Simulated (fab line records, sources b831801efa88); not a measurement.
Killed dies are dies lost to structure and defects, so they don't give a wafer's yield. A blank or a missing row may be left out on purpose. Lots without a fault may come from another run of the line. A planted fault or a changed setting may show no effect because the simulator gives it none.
A struck lot beside a sound one | flow sky130 | 22 steps out of a route of 708
Sound: wafers L618.1, L618.2, L618.5. Struck: wafers L625.1, L625.2, L625.5. The cause comes at the end.
At each step with rows: each side's tool, then ch and its chambers, then its first start. Under that, the readings that differ: sound wafers | struck wafers | difference of the means | sigmas: that difference in standard deviations of wafers without a fault.
alike: readings whose means differ by less than 2 such deviations, and words and numbers that are the same on both sides. not compared: withheld readings, readings that some wafer has no value for, bounds like >300 that may hide the same value, and numbers for which the record gives no deviation and whose values overlap.
The two part at a step that has a row with sigmas, a row that says differs or no value, or rows on one side only. Numbers that don't overlap but have no deviation are shown without sigmas and don't part them. A reading that every wafer of one side lacks parts them only if that side has two wafers or more.

first, 1 step without rows for these wafers: SKY_LOCAL_INTERCONNECT_CLEAN_18 (cleans in O3/DIW).
SKY_CONTACT_CVD_00: deposits Si3N4, target thk 75 nm.
  sound on pecvd-03 ch 0,1,2, day 34 17:55; struck on pecvd-04 ch 0,1, day 36 16:40
  alike: heater_power_w
SKY_CONTACT_THK_MEAS_01:
  sound on film_metro-04, day 34 17:57; struck on film_metro-01, day 36 16:42
  alike: CONTACT_CVD_00_THK
then, 1 step without rows for these wafers: SKY_CONTACT_HDPCVD_02 (deposits SiO2, target thk 565 nm, time 94.2 s).
SKY_CONTACT_THK_MEAS_03:
  sound on film_metro-01, day 34 18:05; struck on film_metro-03, day 36 16:50
  alike: CONTACT_HDPCVD_THK
SKY_CONTACT_CMP_04: polishes SiO2.
  sound on cmp-01 ch 0,2,3, day 34 18:14; struck on cmp-01 ch 1,3, day 36 16:56
  reading                | sound    | struck   | difference | sigmas
  time_to_endpoint_s (s) | 83 80 73 | 85 94 90 | +11        | +3
  alike: motor_current_A, slurry_flow_ml_min
SKY_CONTACT_BOW_MEAS_05:
  sound on film_metro-03, day 34 18:26; struck on film_metro-01, day 36 17:11
  reading          | sound    | struck   | difference | sigmas
  CONTACT_BOW (um) | 63 79 70 | 96 84 86 | +18        | +2
then, 5 steps without rows for these wafers: SKY_CONTACT_DEHYDRATE_06 (time 60 s); SKY_CONTACT_HMDS_07 (prime time 60 s); SKY_CONTACT_COAT_08 (resist thk 60 nm); SKY_CONTACT_COAT_09 (resist thk 450 nm); SKY_CONTACT_SOFTBAKE_10 (time 90 s).
SKY_CONTACT_EXPOSE_11: exposes mask CTM1, target cd 170 nm.
  sound on krf_scanner-01 ch 0, day 35 08:38; struck on krf_scanner-02 ch 0, day 37 06:30
  reading              | sound             | struck            | difference | sigmas
  exposure_dose_mJ_cm2 | 38.22 38.27 38.23 | 37.23 37.22 37.22 | -1.02      | -7
  alike: mask
then, 2 steps without rows for these wafers: SKY_CONTACT_PEB_12; SKY_CONTACT_DEVELOP_13 (develop time 60 s).
SKY_CONTACT_CD_MEAS_14: target cd 170 nm.
  sound on cd_sem-01, day 35 21:19; struck on cd_sem-02, day 37 19:43
  reading    | sound             | struck            | difference | sigmas
  cd_nm (nm) | 170.7 171.6 170.5 | 167.6 166.7 166.3 | -4.1       | -3
  not compared: hold
SKY_CONTACT_OVL_MEAS_15:
  sound on overlay-02, day 35 21:26; struck on overlay-01, day 37 19:50
  alike: CONTACT_OVL
SKY_CONTACT_ETCH_16: etches BARC in N2/H2, stops on SiO2, time 45.9 s, target depth 60 nm.
  sound on rie_diel-03 ch 1,3, day 35 21:28; struck on rie_diel-02 ch 0,2,3, day 37 19:52
  reading                  | sound             | struck            | difference | sigmas
  model.CONTACT.cd_nm (nm) | 171.4 170.5 169.8 | 167.8 166.7 167.4 | -3.3       |
  alike: bias_w, chamber_pressure_mTorr, drypump_motor_current_A, oes_product_au, throttle_valve_pct
  not compared: rf_hours_counter_h
SKY_CONTACT_ETCH_17: etches SiO2 in C4F8/O2/Ar, stops on Si3N4, target depth 340 nm.
  sound on rie_diel-03 ch 1,3, day 35 21:31; struck on rie_diel-02 ch 0,2,3, day 37 19:55
  alike: bias_w, chamber_pressure_mTorr, oes_product_au
SKY_CONTACT_ETCH_18: etches Si3N4 in CHF3/O2, stops on TiN, time 39 s, target depth 75 nm.
  sound on rie_diel-03 ch 1,3; struck on rie_diel-02 ch 0,2,3
  reading                  | sound             | struck            | difference | sigmas
  model.CONTACT.cd_nm (nm) | 171.6 170.6 169.8 | 167.8 166.8 167.1 | -3.4       |
  alike: bias_w, chamber_pressure_mTorr, drypump_motor_current_A, oes_product_au, throttle_valve_pct
  not compared: rf_hours_counter_h
SKY_CONTACT_STRIP_19: strips in O2/N2.
  sound on plasma_asher-02 ch 0,1, day 35 21:36; struck on plasma_asher-04 ch 0,1, day 37 20:00
  alike: chamber_pressure_mTorr, drypump_motor_current_A, oes_product_au, strip_time_to_endpoint_s
  not compared: rf_hours_counter_h
-- the record jumps here: 12 days lie between the struck wafers' starts before and after (it left off in module CONTACT and takes up again in module PAD_OPEN, whose first step shown is number 708 of the route) --
SKY_PAD_OPEN_PROBE_99:
  sound on prober-02, day 49 00:38; struck on prober-01, day 50 07:01
  alike: killed_at_M0_to_M3, killed_at_M4_up, killed_at_contacts, killed_at_front_end, killed_at_other, killed_dies, killed_on_rim, killed_open, killed_short

WHERE THEY PART
First at SKY_CONTACT_CMP_04; last, within this record, at SKY_CONTACT_CD_MEAS_14. Later steps at which nothing parts them and some readings are alike: SKY_CONTACT_OVL_MEAS_15, SKY_CONTACT_ETCH_16, SKY_CONTACT_ETCH_17, SKY_CONTACT_ETCH_18, SKY_CONTACT_STRIP_19, SKY_PAD_OPEN_PROBE_99.

WHY: what the simulator had put in
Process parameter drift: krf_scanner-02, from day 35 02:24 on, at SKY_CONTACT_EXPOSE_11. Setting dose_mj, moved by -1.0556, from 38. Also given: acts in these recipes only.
